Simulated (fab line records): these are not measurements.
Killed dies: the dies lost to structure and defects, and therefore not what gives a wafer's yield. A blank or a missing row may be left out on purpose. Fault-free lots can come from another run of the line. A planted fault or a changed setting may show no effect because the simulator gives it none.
Chamber matching + flow sky130 + cmp-02 running SKY_VIA3_CMP_24: 4 sister chambers
The step polishes, stops on SiO2, t overpolish 20 s, target thk 0 nm. 4 wafers are shown with their chamber, then 12 later ones without.

WAFERS PAIRED WITH THEIR CHAMBERS
| wafer  | chamber | motorCurrentA (A) |
|--------|---------|-------------------|
| L083.3 | 0       | 10.5              |
| L085.3 | 1       | 9.7               |
| L087.4 | 3       | 9.9               |
| L087.6 | 2       | 10.3              |

WAFERS MISSING THEIR CHAMBER
| wafer  | motorCurrentA (A) |
|--------|-------------------|
| L090.1 | 10.5              |
| L090.2 | 9.8               |
| L090.5 | 9.2               |
| L091.1 | 10.9              |
| L091.4 | 9.9               |
| L091.5 | 9.9               |
| L093.1 | 10.6              |
| L093.2 | 9.6               |
| L093.6 | 10.9              |
| L095.1 | 11.2              |
| L095.4 | 10.4              |
| L095.6 | 10.1              |

WHICH CHAMBER EACH WENT THROUGH
| wafer  | from the rows above               | in truth |
|--------|-----------------------------------|----------|
| L090.1 | can't be placed: 0 or 2 or 3      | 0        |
| L090.2 | can't be placed: 3 or 1 or 2 or 0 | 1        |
| L090.5 | can't be placed: 1 or 3 or 2      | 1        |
| L091.1 | can't be placed: 0 or 2 or 3      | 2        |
| L091.4 | can't be placed: 3 or 1 or 2 or 0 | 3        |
| L091.5 | can't be placed: 3 or 1 or 2 or 0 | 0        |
| L093.1 | can't be placed: 0 or 2 or 3      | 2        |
| L093.2 | can't be placed: 1 or 3 or 2      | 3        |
| L093.6 | can't be placed: 0 or 2 or 3      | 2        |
| L095.1 | can't be placed: 0 or 2 or 3      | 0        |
| L095.4 | can't be placed: 0 or 2 or 3 or 1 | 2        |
| L095.6 | can't be placed: 3 or 2 or 0 or 1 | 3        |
0 of 12 placed correctly. Not placeable from these rows: 12 (in 12, the candidates include the true chamber). Placed wrongly: 0.
How it was worked out, from the rows above alone: a wafer's distance from a chamber is the root of the sum, over the readings, of the square of ((its reading less the chamber's mean) divided by the reading's scatter). The wafer belongs to the nearest chamber; if the next one is less than 2 further off, it can't be placed. A chamber's mean is the mean of its shown wafers. The scatter (one wafer shown for each chamber): square how far every hidden wafer sits from the nearest shown wafer, average those squares and take the square root.
